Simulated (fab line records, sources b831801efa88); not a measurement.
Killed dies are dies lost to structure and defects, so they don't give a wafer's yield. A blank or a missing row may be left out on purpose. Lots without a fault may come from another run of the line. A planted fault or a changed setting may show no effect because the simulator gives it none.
A struck lot beside a sound one | flow sky130 | 21 steps out of a route of 708
Sound: wafers L827.3, L827.5, L827.6. Struck: wafers L837.3, L837.4, L837.5. The cause comes at the end.
At each step with rows: each side's tool, then ch and its chambers, then its first start. Under that, the readings that differ: sound wafers | struck wafers | difference of the means | sigmas: that difference in standard deviations of wafers without a fault.
alike: readings whose means differ by less than 2 such deviations, and words and numbers that are the same on both sides. not compared: withheld readings, readings that some wafer has no value for, bounds like >300 that may hide the same value, and numbers for which the record gives no deviation and whose values overlap.
The two part at a step that has a row with sigmas, a row that says differs or no value, or rows on one side only. Numbers that don't overlap but have no deviation are shown without sigmas and don't part them. A reading that every wafer of one side lacks parts them only if that side has two wafers or more.

first, 5 steps without rows for these wafers: SKY_VT_ADJUST_HVTR_COAT_02 (resist thk 1140 nm); SKY_VT_ADJUST_HVTR_SOFTBAKE_03 (time 60 s); SKY_VT_ADJUST_HVTR_EXPOSE_04 (exposes mask HVTRM, target cd 380 nm); SKY_VT_ADJUST_HVTR_PEB_05; SKY_VT_ADJUST_HVTR_DEVELOP_06 (develop time 60 s).
SKY_VT_ADJUST_HVTR_CD_MEAS_07: target cd 380 nm.
  sound on cd_sem-01, day 11 04:16; struck on cd_sem-02, day 14 06:55
  reading    | sound             | struck            | difference | sigmas
  cd_nm (nm) | 384.4 383.6 384.8 | 378.0 378.3 377.4 | -6.4       | -2
SKY_VT_ADJUST_HVTR_OVL_MEAS_08:
  sound on overlay-02, day 11 04:21; struck on overlay-02, day 14 07:00
  alike: VT_ADJUST_HVTR_OVL
then, 1 step without rows for these wafers: SKY_VT_ADJUST_HVTR_IMPLANT_09.
SKY_VT_ADJUST_HVTR_STRIP_10: strips in O2/N2.
  sound on plasma_asher-01 ch 0,1, day 11 04:34; struck on plasma_asher-04 ch 0,1, day 14 07:13
  alike: drypump_motor_current_A, o2_flow_sccm, oes_product_au, strip_time_to_endpoint_s
  not compared: rf_hours_counter_h
SKY_VT_ADJUST_HVTR_TW_MEAS_11:
  sound on film_metro-03, day 11 04:39; struck on film_metro-01, day 14 07:18
  alike: VT_ADJUST_HVTR_TW
then, 2 steps without rows for these wafers: SKY_VT_ADJUST_PCH_DEHYDRATE_00 (time 60 s); SKY_VT_ADJUST_PCH_HMDS_01 (prime time 60 s).
SKY_VT_ADJUST_PCH_COAT_02: resist thk 3000 nm.
  sound on litho_track-01 ch 0, day 11 16:16; struck on litho_track-04 ch 0, day 14 20:19
  reading                                         | sound                | struck               | difference | sigmas
  spin_speed_rpm (rpm)                            | 2000.3 1999.5 2001.3 | 2435.6 2436.3 2436.7 | +435.8     | +99 or more
  model.coat_of_VT_ADJUST_PCH_COAT_02.thk_nm (nm) | 2997 3016 3001       | 2709 2711 2708       | -295       |
  alike: exhaust_pa
then, 3 steps without rows for these wafers: SKY_VT_ADJUST_PCH_SOFTBAKE_03; SKY_VT_ADJUST_PCH_EXPOSE_04 (exposes mask NWM, target cd 840 nm); SKY_VT_ADJUST_PCH_PEB_05.
SKY_VT_ADJUST_PCH_DEVELOP_06: develop time 60 s.
  sound on litho_track-04 ch 0; struck on litho_track-04 ch 0
  reading                                         | sound          | struck         | difference | sigmas
  model.coat_of_VT_ADJUST_PCH_COAT_02.thk_nm (nm) | 2993 3012 2997 | 2705 2706 2704 | -296       |
  alike: exhaust_pa
SKY_VT_ADJUST_PCH_OVL_MEAS_07:
  sound on overlay-02, day 12 04:41; struck on overlay-01, day 15 09:14
  alike: VT_ADJUST_PCH_OVL
then, 1 step without rows for these wafers: SKY_VT_ADJUST_PCH_IMPLANT_08.
SKY_VT_ADJUST_PCH_STRIP_09: strips in O2/N2.
  sound on plasma_asher-02 ch 0,1, day 12 04:53; struck on plasma_asher-02 ch 0,1, day 15 09:26
  reading                      | sound             | struck            | difference | sigmas
  strip_time_to_endpoint_s (s) | 36.87 37.10 36.94 | 33.61 33.59 33.58 | -3.38      | -26
  alike: drypump_motor_current_A, o2_flow_sccm, oes_product_au
  not compared: rf_hours_counter_h
SKY_VT_ADJUST_PCH_TW_MEAS_10:
  sound on film_metro-01, day 12 04:59; struck on film_metro-02, day 15 09:32
  alike: VT_ADJUST_PCH_TW

WHERE THEY PART
First at SKY_VT_ADJUST_HVTR_CD_MEAS_07; last, within this record, at SKY_VT_ADJUST_PCH_STRIP_09. Later steps at which nothing parts them and some readings are alike: SKY_VT_ADJUST_PCH_TW_MEAS_10.

WHY: what the simulator had put in
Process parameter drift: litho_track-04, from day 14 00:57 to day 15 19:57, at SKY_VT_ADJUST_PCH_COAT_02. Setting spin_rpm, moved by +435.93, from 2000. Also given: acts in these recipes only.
